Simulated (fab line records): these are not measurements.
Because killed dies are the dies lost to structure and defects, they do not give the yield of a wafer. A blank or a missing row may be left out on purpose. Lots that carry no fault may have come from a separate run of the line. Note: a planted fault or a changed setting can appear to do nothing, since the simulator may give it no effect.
Lot-split experiment    flow sfqLine    on a route of 325 steps: 5 lots, 19 wafers read

## THE SPLIT ITSELF
At SFQ_TRILAYER_I0_VIA_LITHO_COAT_036 (resist thk 62 nm), the setting resistThkNm was moved away from the recipe's 62 nm on 3 of the 19 wafers read, by -3.1% to +3.1%. This setting was run at the recipe's value on the other wafers.

## FROM THE SPLIT TO THE READING: what the file shows between them, 3 steps
- SFQ_TRILAYER_I0_VIA_LITHO_COAT_031: resist thk 650 nm
- SFQ_TRILAYER_I0_VIA_LITHO_SOFTBAKE_035
- SFQ_TRILAYER_I0_VIA_LITHO_DEVELOP_033: time 60 s

## THE READING
etch.depthNm (the simulator's own value, which no gauge read), in nm, at SFQ_TRILAYER_I0_VIA_BARC_OPEN_VIA_ETCH_046 (etches BARC in O2, target depth 125 nm, time 41.7 s). The file gives no usual value for it. The 16 wafers here that ran the recipe average 61.88 nm, standard deviation 0.18 nm.

wafer   tool, chamber at the split  resistThkNm as run, nm  against the recipe  etch.depthNm, nm  against lot-mates on the recipe
L074.1  lithoTrack-01, 0            63.95                   +3.1%               63.83             +1.97
L074.2  lithoTrack-01, 0            62                      recipe              61.85             -
L074.4  lithoTrack-01, 0            62                      recipe              61.75             -
L074.5  lithoTrack-01, 0            63.95                   +3.1%               63.98             +2.12
L074.6  lithoTrack-01, 0            62                      recipe              61.97             -
L075.1  lithoTrack-04, 0            62                      recipe              62.26             -
L075.2  lithoTrack-04, 0            60.07                   -3.1%               60.44             -1.81
L075.3  lithoTrack-04, 0            62                      recipe              62.24             -
L076.3  lithoTrack-01, 0            62                      recipe              61.75             -
L076.4  lithoTrack-01, 0            62                      recipe              62.09             -
L076.6  lithoTrack-01, 0            62                      recipe              61.83             -
L078.1  lithoTrack-03, 0            62                      recipe              61.67             -
L078.4  lithoTrack-03, 0            62                      recipe              61.77             -
L078.5  lithoTrack-03, 0            62                      recipe              61.73             -
L083.1  lithoTrack-04, 0            62                      recipe              61.74             -
L083.2  lithoTrack-04, 0            62                      recipe              62.05             -
L083.3  lithoTrack-04, 0            62                      recipe              61.79             -
L083.5  lithoTrack-04, 0            62                      recipe              61.79             -
L083.4  lithoTrack-04, 0            62                      recipe              61.87             -

THE FIT
A straight line over all 19 wafers: etch.depthNm changes by +0.579 nm for each +1% of resistThkNm; r = +0.97; the points scatter about the line by 0.2 nm.
The same after taking each lot's own level away (the mean of its wafers on the recipe; 19 wafers): +0.627 nm for each +1%; r = +0.99; scatter 0.11 nm.
The reading moves by 2 nm for the largest change in resistThkNm, on that fit.
Across the lots, their own levels run from 61.723 to 62.250 nm, a range of 3.0 times the standard deviation given above.
Consequently the slope shifts little with the lot-to-lot level, the two slopes agreeing.
Check: for one of the wafers moved furthest among these (+3.1%), held out of the fit, the line's prediction against its lot-mates is +1.99 nm. It came out at +1.97 nm against them.

## OTHER SPLITS ON THESE WAFERS
These wafers also went through other splits before the reading. Each is held against what the fit with the lots' levels taken away leaves over:
other split on the same wafers               wafers away from the commonest value  r with etch.depthNm (lot level and that fit taken away)
SFQ_TRILAYER_INCOMING_OXIDATION_002 oxTimeS  13                                    +0.11
SFQ_TRILAYER_L0_VIA_LITHO_COAT_013 spinRpm   6                                     +0.07
SFQ_TRILAYER_M0_LITHO_COAT_026 resistThkNm   8                                     +0.13
SFQ_TRILAYER_M0_LITHO_EXPOSE_022 doseMj      5                                     -0.09

## THE WHOLE CHAIN: every reading that the file lists as answering this split, in the file's order
step                                        what it does                                         reading                                                                                        change (the file's fit)                r (the file's)
SFQ_TRILAYER_I0_VIA_LITHO_COAT_036          resist thk 62 nm                                     BARC_of_TRILAYER_I0_VIA_LITHO_COAT_036.thkNm (the simulator's own value, which no gauge read)  +0.626 nm for each +1% of the setting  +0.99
SFQ_TRILAYER_I0_VIA_BARC_OPEN_VIA_ETCH_046  etches BARC in O2, target depth 125 nm, time 41.7 s  etch.depthNm (the simulator's own value, which no gauge read)                                  +0.627 nm for each +1% of the setting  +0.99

## FILE'S OWN FIT
etch.depthNm changes by +0.627 nm for each +1% of resistThkNm, r = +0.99.
